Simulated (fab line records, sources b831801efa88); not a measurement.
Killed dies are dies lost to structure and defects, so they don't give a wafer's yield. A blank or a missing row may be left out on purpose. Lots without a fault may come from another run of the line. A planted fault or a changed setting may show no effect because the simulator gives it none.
Which tool did it? | flow sky130 | 7 lots, 21 wafers sampled, at 3 steps of a route of 708

WHAT THE GAUGES READ, wafer by wafer
SKY_NWELL_OVL_MEAS_23.
lot  | measured     | on         | NWELL_01_OVL (nm)
L643 | day 5 18:32  | overlay-01 | 1.6 1.6 -0.8
L645 | day 6 00:04  | overlay-01 | 0.6 -0.1 1.2
L647 | day 6 17:35  | overlay-01 | 0.7 -0.4 0.8
L649 | day 7 06:31  | overlay-01 | -0.6 3.0 0.3
L652 | day 7 22:44  | overlay-01 | - - -
L660 | day 9 18:41  | overlay-01 | 1.7 0.7 2.8
L665 | day 11 05:01 | overlay-01 | 0.5 -1.6 -0.5

WHICH TOOL RAN EACH LOT (tool, then ch and the chambers of the sampled wafers, then the start)
lot  | SKY_FIELD_ISO_ETCH_14             | SKY_NWELL_DEVELOP_22
L643 | rie_diel-01 ch 1,2,3, day 2 16:59 | litho_track-03 ch 0, day 5 18:00
L645 | rie_diel-04 ch 0,3, day 2 21:32   | litho_track-02 ch 0, day 5 23:00
L647 | rie_diel-03 ch 1,2,3, day 3 11:20 | litho_track-04 ch 0, day 6 17:00
L649 | rie_diel-04 ch 2,3, day 3 23:08   | litho_track-02 ch 0, day 7 06:00
L652 | rie_diel-03 ch 1,2, day 4 09:05   | litho_track-04 ch 0, day 7 22:00
L660 | rie_diel-04 ch 2,3, day 6 01:45   | litho_track-03 ch 0, day 9 18:00
L665 | rie_diel-01 ch 0,1,2, day 7 06:17 | litho_track-02 ch 0, day 11 04:00
- SKY_FIELD_ISO_ETCH_14: etches BARC in N2/H2, stops on SiO2, time 45.9 s, target depth 60 nm.
- SKY_NWELL_DEVELOP_22: develop time 60 s.

THE ANSWER, worked out from the rows above alone
Rule: what is usual is taken from the lots themselves. Put in order of their means at a reading, lots are off if they are a third of the lots or fewer, leave a main group of 4 or more, and stand apart from it by a gap of 3 or more times the standard deviation of the main group's means; of several such gaps the widest counts. A main group whose means are all the same, to the digits that the tables above print for the reading, isn't used. A lot without any number at a reading at which 4 lots or more have one is off too. The other lots that the step has rows for count as sound.
Off: L652, at SKY_NWELL_OVL_MEAS_23 (NWELL_01_OVL). Without a number there: L652. The main group: mean 0.6 nm, standard deviation 0.68.
A tool fits if, at a process step before that reading, it ran every lot that is off, and no sound lot after the first of them. The gauges at SKY_NWELL_OVL_MEAS_23 are tried like those tools. Can't be told from this: 2 tools fit, rie_diel-03 at SKY_FIELD_ISO_ETCH_14, litho_track-04 at SKY_NWELL_DEVELOP_22.

WHAT THE SIMULATOR HAD PUT IN
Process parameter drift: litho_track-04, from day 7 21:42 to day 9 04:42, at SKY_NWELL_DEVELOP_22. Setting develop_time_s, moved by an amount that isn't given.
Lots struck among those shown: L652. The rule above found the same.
